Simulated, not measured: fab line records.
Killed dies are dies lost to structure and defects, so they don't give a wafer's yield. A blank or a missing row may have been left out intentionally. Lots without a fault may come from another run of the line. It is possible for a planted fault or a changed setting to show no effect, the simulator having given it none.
Which tool was responsible? ; flow gf180mcu ; 39 wafers from 13 lots sampled at 4 of the route's 602 steps

WHAT THE GAUGES READ, wafer by wafer
GF_M1_OVL_MEAS_15. Usual: M1_OVL -2 nm, standard deviation 7.2.
lot;measured;on;M1_OVL (nm);flag
L873;day 16 23:53;overlay-01;-2 -8 -6;
L874;day 17 10:29;overlay-02;-1 -5 -2;
L875;day 18 14:10;overlay-01;-19 6 0;
L877;day 18 20:05;overlay-02;-4 -9 -13;
L879;day 19 05:29;overlay-01;6 6 2;
L882;day 20 21:53;overlay-01;-10 -7 -1;
L883;day 21 03:02;overlay-02;-8 10 -11;
L884;day 21 04:43;overlay-01;12 -6 -5;
L885;day 21 09:32;overlay-02;-1 0 9;
L891;day 24 05:32;overlay-02;-8 0 6;
L892;day 24 09:28;overlay-01;-8 -9 -2;
L894;day 24 14:49;overlay-02;12 13 2;
L896;day 25 12:40;overlay-01;10 5 -4;

GF_V1_THK_MEAS_03. Usual: V1_CVD_02_THK 846 nm, standard deviation 10.
lot;measured;on;V1_CVD_02_THK (nm);flag
L873;day 17 00:48;filmMetro-02;849 848 840;
L874;day 17 11:26;filmMetro-01;854 871 866;
L875;day 18 15:07;filmMetro-02;847 843 847;
L877;day 18 20:59;filmMetro-02;845 835 859;
L879;day 19 06:26;filmMetro-01;837 843 837;
L882;day 20 22:49;filmMetro-02;838 841 854;
L883;day 21 03:58;filmMetro-04;836 856 854;
L884;day 21 05:37;filmMetro-02;852 855 862;
L885;day 21 10:26;filmMetro-02;841 846 860;
L891;day 24 06:46;filmMetro-04;839 858 858;
L892;day 24 10:42;filmMetro-04;832 831 828;
L894;day 24 16:04;filmMetro-01;832 839 842;
L896;day 25 13:34;filmMetro-02;835 842 847;

EACH LOT AND THE TOOL THAT RAN IT (in order: tool; ch and the chambers of the sampled wafers; start)
lot;GF_M1_SPUTTER_02;GF_M1_STRIP_17
L873;pvdSputter-03, day 16 01:13;plasmaAsher-03 ch 0,1, day 17 00:04
L874;pvdSputter-03, day 16 10:48;plasmaAsher-04 ch 0,1, day 17 10:41
L875;pvdSputter-01, day 17 15:05;plasmaAsher-02 ch 0,1, day 18 14:20
L877;pvdSputter-03, day 17 20:18;plasmaAsher-03 ch 0,1, day 18 20:14
L879;pvdSputter-01, day 18 05:05;plasmaAsher-04 ch 0,1, day 19 05:38
L882;pvdSputter-02, day 19 21:23;plasmaAsher-04 ch 0,1, day 20 22:02
L883;pvdSputter-01, day 20 01:54;plasmaAsher-04 ch 0,1, day 21 03:13
L884;pvdSputter-01, day 20 04:50;plasmaAsher-04 ch 0,1, day 21 04:53
L885;pvdSputter-02, day 20 09:05;plasmaAsher-04 ch 0,1, day 21 09:41
L891;pvdSputter-03, day 23 11:19;plasmaAsher-02 ch 0,1, day 24 05:41
L892;pvdSputter-02, day 23 13:05;plasmaAsher-02 ch 0,1, day 24 09:37
L894;pvdSputter-01, day 23 17:04;plasmaAsher-02 ch 0,1, day 24 14:59
L896;pvdSputter-02, day 24 14:23;plasmaAsher-02 ch 0,1, day 25 12:50
- GF_M1_SPUTTER_02: material AlCu, target thk 450 nm, time 23.9 s.
- GF_M1_STRIP_17: strips in O2/N2.

AS READ BY THE TOOLS THEMSELVES (means over the sampled wafers that have a number; for cases with no such wafer, the mark the record gives instead)
GF_M1_SPUTTER_02. Usual: throttleValvePct reads 29.8 % (standard deviation 1.2).
lot;tool;throttleValvePct (%);flag
L873;pvdSputter-03;29.1;
L874;pvdSputter-03;30.2;
L875;pvdSputter-01;28.9;
L877;pvdSputter-03;29.8;
L879;pvdSputter-01;29.4;
L882;pvdSputter-02;31.2;
L883;pvdSputter-01;28.9;
L884;pvdSputter-01;29.0;
L885;pvdSputter-02;30.7;
L891;pvdSputter-03;30.0;
L892;pvdSputter-02;30.0;
L894;pvdSputter-01;29.0;
L896;pvdSputter-02;30.4;

GF_M1_STRIP_17. Usual: chamberPressureMTorr 1500.1 mTorr, standard deviation 1.3; drypumpMotorCurrentA 5.7 A, standard deviation 0.45; heaterPowerW 354 W, standard deviation 55; oesProductAu 0.536 a.u., standard deviation 0.0046; stripTimeToEndpointS 7.37 s, standard deviation 0.04.
lot;tool;chamberPressureMTorr (mTorr);drypumpMotorCurrentA (A);heaterPowerW (W);oesProductAu (a.u.);stripTimeToEndpointS (s);flag
L873;plasmaAsher-03;1501.1;5.7;331;0.539;7.36;
L874;plasmaAsher-04;1498.6;5.4;355;0.538;7.39;
L875;plasmaAsher-02;1500.5;6.1;394;0.542;7.34;
L877;plasmaAsher-03;1500.4;5.7;331;0.539;7.40;
L879;plasmaAsher-04;1500.8;5.6;312;0.538;7.39;
L882;plasmaAsher-04;1500.5;5.4;356;0.536;7.39;
L883;plasmaAsher-04;1500.7;5.6;311;0.535;7.10;OFF
L884;plasmaAsher-04;1500.8;5.6;308;0.532;7.04;OFF
L885;plasmaAsher-04;1500.4;5.4;361;0.538;7.16;OFF
L891;plasmaAsher-02;1501.5;5.7;385;0.537;7.40;
L892;plasmaAsher-02;1499.7;6.1;402;0.537;7.42;
L894;plasmaAsher-02;1499.6;6.1;396;0.536;7.31;
L896;plasmaAsher-02;1499.3;6.1;401;0.534;7.35;

THE ANSWER, worked out from the rows above alone
Rule: a lot is off if the mean of its wafers that have a number lies more than 3 standard deviations from the usual mean. A lot without any number at a reading at which 4 lots or more have one is off too. Any other lot the step has rows for is counted as sound. First the gauges in route order, then the tools' own readings, where a lot's mean is used as printed above. The first step at which some lot is off is used, and at that step the reading that is off furthest; a lot without a number counts as furthest.
Off, at GF_M1_STRIP_17 on stripTimeToEndpointS: L883, L884, L885.
If a tool, at that step or one of the process steps before it, ran each lot that is off and ran no sound lot following the first of them, it fits. One fits: plasmaAsher-04 at GF_M1_STRIP_17. A fault onset in the window from L882 (day 20 22:02, its last sound lot) to L883 (day 21 03:13, its first lot off) fits.
The tool's own readings at GF_M1_STRIP_17 bear it out: on the lots that are off they differ by more than 5 times the standard deviation of the sound lots' means. stripTimeToEndpointS reads 7.10 s there against 7.38 s on the sound lots.

WHAT WAS PUT IN BY THE SIMULATOR
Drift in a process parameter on plasmaAsher-04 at GF_M1_STRIP_17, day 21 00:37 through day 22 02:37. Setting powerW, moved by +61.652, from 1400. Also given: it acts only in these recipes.
Shown lots that were struck: L883, L884, L885. The rule given above showed the same thing.
